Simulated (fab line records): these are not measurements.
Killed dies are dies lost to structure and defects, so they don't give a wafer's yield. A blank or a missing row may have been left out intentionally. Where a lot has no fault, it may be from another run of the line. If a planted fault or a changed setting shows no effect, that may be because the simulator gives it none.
Shared-tool check | flow sky130 | Lots sampled 14, wafers sampled 42

WHAT PROMPTED THE OPENING
At SKY_FIELD_ISO_THK_MEAS_02 the reading FIELD_ISO_OXIDATION_00_THK is flagged on 3 of 14 lots. No-fault wafers: 12.06 nm, standard deviation 0.2.
Rule: a lot gets a flag if all its wafers with a number sit over 4 standard deviations from that mean, or if no wafer of it has a number. The other lots count as sound.

lot  | measured    | on            | FIELD_ISO_OXIDATION_00_THK (nm), wafer by wafer | flag
L701 | day 1 11:38 | film metro-01 | 11.68 11.68 11.89                               |
L702 | day 1 17:46 | film metro-03 | 12.33 12.34 12.43                               |
L704 | day 2 02:38 | film metro-04 | 12.14 12.08 12.04                               |
L705 | day 2 09:19 | film metro-03 | 19.41 19.44 19.56                               | FLAGGED
L706 | day 2 15:36 | film metro-03 | 19.35 19.52 19.44                               | FLAGGED
L707 | day 2 17:52 | film metro-04 | 11.92 11.77 11.85                               |
L713 | day 4 02:30 | film metro-04 | 19.41 19.47 19.60                               | FLAGGED
L715 | day 4 10:13 | film metro-01 | 12.23 12.04 12.15                               |
L716 | day 4 18:37 | film metro-03 | 12.32 12.16 12.09                               |
L719 | day 5 07:01 | film metro-03 | 12.29 12.50 12.50                               |
L720 | day 5 10:38 | film metro-01 | 12.12 12.18 12.36                               |
L721 | day 5 16:25 | film metro-01 | 12.20 12.22 11.97                               |
L723 | day 6 02:10 | film metro-03 | 11.87 12.13 12.19                               |
L724 | day 6 08:50 | film metro-03 | 12.10 11.90 11.93                               |
The mean of the flagged lots' numbers is 19.47 nm, +7.41 nm from the usual (+37 standard deviations).

EACH LOT AND THE TOOL IT RAN ON
The record keeps 1 process step preceding the reading, out of 708 steps on the route. In each cell: the tool, then ch and the chambers that the sampled wafers went through, then the start.
lot  | flag    | SKY_FIELD_ISO_OXIDATION_01
L701 |         | furnace-01 ch 0, day 1 10:07
L702 |         | furnace-01 ch 0, day 1 16:15
L704 |         | furnace-02 ch 0, day 2 01:07
L705 | FLAGGED | furnace-02 ch 0, day 2 06:07
L706 | FLAGGED | furnace-01 ch 0, day 2 11:58 and furnace-02 ch 0, day 2 14:04
L707 |         | furnace-01 ch 0, day 2 16:21
L713 | FLAGGED | furnace-02 ch 0, day 3 22:38 and furnace-01 ch 0, day 4 00:57
L715 |         | furnace-01 ch 0, day 4 08:41
L716 |         | furnace-01 ch 0, day 4 17:06
L719 |         | furnace-02 ch 0, day 5 05:29
L720 |         | furnace-01 ch 0, day 5 09:07
L721 |         | furnace-02 ch 0, day 5 14:55
L723 |         | furnace-01 ch 0, day 6 00:38
L724 |         | furnace-02 ch 0, day 6 07:19
These steps, and what they do:
- SKY_FIELD_ISO_OXIDATION_01: stabilise 600 s, purge 300 s, target thk 12 nm.
- SKY_FIELD_ISO_THK_MEAS_02

FLAGGED AGAINST TOTAL, ONE TOOL AT A TIME (gauges that did the reading follow at the end)
step                       | tool          | lots run | flagged | share of the flagged lots | sound lots run after its first flagged lot
SKY_FIELD_ISO_OXIDATION_01 | furnace-01    | 9        | 2       | some                      | 5 (L707,L715,L716,L720,L723)
SKY_FIELD_ISO_OXIDATION_01 | furnace-02    | 7        | 3       | all                       | 3 (L719,L721,L724)
SKY_FIELD_ISO_THK_MEAS_02  | film metro-01 | 4        | 0       | none                      | -
SKY_FIELD_ISO_THK_MEAS_02  | film metro-03 | 7        | 2       | some                      | 4 (L716,L719,L723,L724)
SKY_FIELD_ISO_THK_MEAS_02  | film metro-04 | 3        | 1       | some                      | 0

THE TABLE: WHAT IT ALLOWS
1 row of the table ran every flagged lot: furnace-02 at SKY_FIELD_ISO_OXIDATION_01.
- furnace-02 at SKY_FIELD_ISO_OXIDATION_01: 3 of its 7 lots flagged. After the first flagged lot (L719, L721, L724), sound lots still ran on it; a lasting fault on the whole tool would not permit that.
There is no row in the table that ran each flagged lot and no sound lot after the first.

WHAT THE SIMULATOR PUT IN
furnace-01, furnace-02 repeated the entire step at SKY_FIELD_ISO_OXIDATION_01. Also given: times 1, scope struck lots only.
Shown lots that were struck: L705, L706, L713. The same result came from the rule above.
